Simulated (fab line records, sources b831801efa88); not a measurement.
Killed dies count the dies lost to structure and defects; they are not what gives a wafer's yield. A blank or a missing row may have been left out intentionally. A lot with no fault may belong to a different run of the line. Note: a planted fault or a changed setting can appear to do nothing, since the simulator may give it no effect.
Which of the tools did it?    flow sky130    14 lots, 42 wafers sampled, at 4 steps of a route of 708

WHAT THE GAUGES SHOWED, per wafer
SKY_VT_ADJUST_LVTN_TW_MEAS_21.
lot   measured      on             VT_ADJUST_LVTN_2_TW
L159  day 8 06:08   film-metro-03  186.8 185.9 187.2
L160  day 8 14:31   film-metro-02  185.6 186.0 185.9
L165  day 9 16:56   film-metro-03  187.5 186.9 186.7
L166  day 10 00:47  film-metro-03  187.3 186.5 187.4
L167  day 10 10:06  film-metro-02  186.9 186.8 186.8
L169  day 10 22:41  film-metro-04  191.1 190.7 190.9
L170  day 11 05:37  film-metro-03  188.3 187.2 188.4
L172  day 11 16:53  film-metro-02  187.3 186.8 187.7
L173  day 12 01:59  film-metro-04  189.1 189.5 189.8
L174  day 12 10:46  film-metro-04  189.6 189.5 189.7
L176  day 12 19:52  film-metro-04  188.9 188.4 188.5
L179  day 13 22:58  film-metro-03  187.8 188.1 188.0
L180  day 14 03:01  film-metro-03  188.5 187.1 187.7
L181  day 14 11:53  film-metro-02  187.1 186.0 187.5

SKY_POLY_GATE_THK_MEAS_01.
lot   measured      on             POLY_GATE_CVD_00_THK (nm)
L159  day 14 19:07  film-metro-02  180.0 180.8 179.9
L160  day 15 13:16  film-metro-02  183.3 183.8 181.5
L165  day 16 10:17  film-metro-03  180.1 179.4 180.2
L166  day 16 22:06  film-metro-02  178.4 179.2 178.4
L167  day 17 12:14  film-metro-02  180.2 180.9 180.5
L169  day 18 03:15  film-metro-02  180.8 181.2 181.1
L170  day 18 09:29  film-metro-01  180.7 179.2 181.0
L172  day 18 23:49  film-metro-01  183.4 182.1 183.0
L173  day 19 10:01  film-metro-03  182.0 180.6 181.4
L174  day 19 23:02  film-metro-03  180.6 180.7 181.3
L176  day 20 07:57  film-metro-02  178.2 178.8 178.0
L179  day 21 14:58  film-metro-01  181.0 181.7 181.3
L180  day 21 22:21  film-metro-02  179.3 178.5 179.5
L181  day 22 04:51  film-metro-01  182.1 180.7 182.2

WHAT TOOL EACH LOT RAN ON (gives the tool, then ch and the chambers of the sampled wafers, and finally the start)
lot   SKY_SONOS_ONO_WET_ETCH_16        SKY_SONOS_ONO_STRIP_17
L159  wet-bench-02 ch 3, day 13 08:19  plasma-asher-01 ch 0,1, day 13 08:25
L160  wet-bench-02 ch 3, day 14 01:58  plasma-asher-03 ch 0,1, day 14 02:04
L165  wet-bench-02 ch 2, day 14 21:58  plasma-asher-04 ch 0,1, day 14 22:04
L166  wet-bench-02 ch 2, day 15 09:37  plasma-asher-03 ch 0,1, day 15 09:43
L167  wet-bench-04 ch 3, day 16 00:04  plasma-asher-01 ch 0,1, day 16 00:08
L169  wet-bench-02 ch 2, day 16 15:42  plasma-asher-04 ch 0, day 16 15:48
L170  wet-bench-02 ch 2, day 16 23:25  plasma-asher-03 ch 0,1, day 16 23:31
L172  wet-bench-03 ch 2, day 17 10:34  plasma-asher-04 ch 0,1, day 17 10:40
L173  wet-bench-03 ch 3, day 17 21:03  plasma-asher-04 ch 0,1, day 17 21:08
L174  wet-bench-03 ch 1, day 18 10:54  plasma-asher-03 ch 1, day 18 10:59
L176  wet-bench-03 ch 1, day 18 18:10  plasma-asher-04 ch 0,1, day 18 18:16
L179  wet-bench-02 ch 0, day 20 03:15  plasma-asher-03 ch 0,1, day 20 03:21
L180  wet-bench-04 ch 1, day 20 08:34  plasma-asher-04 ch 0,1, day 20 08:40
L181  wet-bench-04 ch 2, day 20 16:13  plasma-asher-03 ch 0,1, day 20 16:20
- SKY_SONOS_ONO_WET_ETCH_16: etches SiO2 in dHF, target depth 14 nm, time 280 s.
- SKY_SONOS_ONO_STRIP_17: strips in O2/N2.

AS READ BY THE TOOLS THEMSELVES (means over the sampled wafers that have a number; for cases with no such wafer, the mark the record gives instead)
SKY_SONOS_ONO_WET_ETCH_16.
lot   tool          run-length-s (s)  temp-c (C)
L159  wet-bench-02  313               25.09
L160  wet-bench-02  307               24.87
L165  wet-bench-02  305               24.98
L166  wet-bench-02  312               25.08
L167  wet-bench-04  308               24.93
L169  wet-bench-02  313               25.14
L170  wet-bench-02  313               25.08
L172  wet-bench-03  304               25.00
L173  wet-bench-03  306               24.85
L174  wet-bench-03  277               24.98
L176  wet-bench-03  277               25.10
L179  wet-bench-02  312               24.97
L180  wet-bench-04  305               25.15
L181  wet-bench-04  305               25.00

SKY_SONOS_ONO_STRIP_17.
lot   tool             drypump-motor-current-A (A)  oes-product-au (a.u.)  strip-time-to-endpoint-s (s)
L159  plasma-asher-01  5.3                          0.709                  14.07
L160  plasma-asher-03  5.9                          0.708                  14.11
L165  plasma-asher-04  5.3                          0.708                  14.09
L166  plasma-asher-03  5.6                          0.714                  14.17
L167  plasma-asher-01  5.3                          0.710                  14.15
L169  plasma-asher-04  5.5                          0.708                  14.08
L170  plasma-asher-03  5.9                          0.709                  14.09
L172  plasma-asher-04  5.3                          0.704                  14.09
L173  plasma-asher-04  5.3                          0.707                  14.10
L174  plasma-asher-03  6.2                          0.708                  14.01
L176  plasma-asher-04  5.3                          0.710                  14.13
L179  plasma-asher-03  5.6                          0.713                  14.02
L180  plasma-asher-04  5.3                          0.713                  14.08
L181  plasma-asher-03  5.6                          0.710                  14.10

THE ANSWER, worked out from the rows above alone
Rule: the lots themselves supply what counts as usual. The widest of any qualifying gaps counts: lots, ordered by their means at a reading, are off when they make up no more than a third of the lots, leave a main group of 4 or more, and stand apart from it by 3 or more times the standard deviation of that group's means. If all means in a main group match to the digits the tables above print for the reading, that group is not used. Also off: a lot with no number at a reading for which 4 or more lots have one. All remaining lots with rows at the step are treated as sound. Order of review: gauges by route order, followed by the tools' own readings, for which a lot's mean as printed above is used. The first step at which some lot is off is used, and at that step the reading that is off furthest; a lot without a number counts as furthest.
Off, at SKY_SONOS_ONO_WET_ETCH_16 on run-length-s: L174, L176. The main group has a mean of 309 s with a standard deviation of 3.5.
A tool fits if, at that step or a process step before it, it ran every lot that is off, and no sound lot after the first of them. One fits: wet-bench-03 at SKY_SONOS_ONO_WET_ETCH_16. Its last sound lot is L173 (day 17 21:03), its first lot that is off L174 (day 18 10:54): a fault that began between those two fits.
On the lots that are off, the tool's own readings at SKY_SONOS_ONO_WET_ETCH_16 differ by more than 5 times the standard deviation of the sound lots' means, which bears it out; run-length-s reads 277 s there versus 309 s on the sound lots.

WHAT THE SIMULATOR PUT IN
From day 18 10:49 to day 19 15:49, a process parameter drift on wet-bench-03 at SKY_SONOS_ONO_WET_ETCH_16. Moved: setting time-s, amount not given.
Shown lots that were struck: L174, L176. The same result came from the rule above.
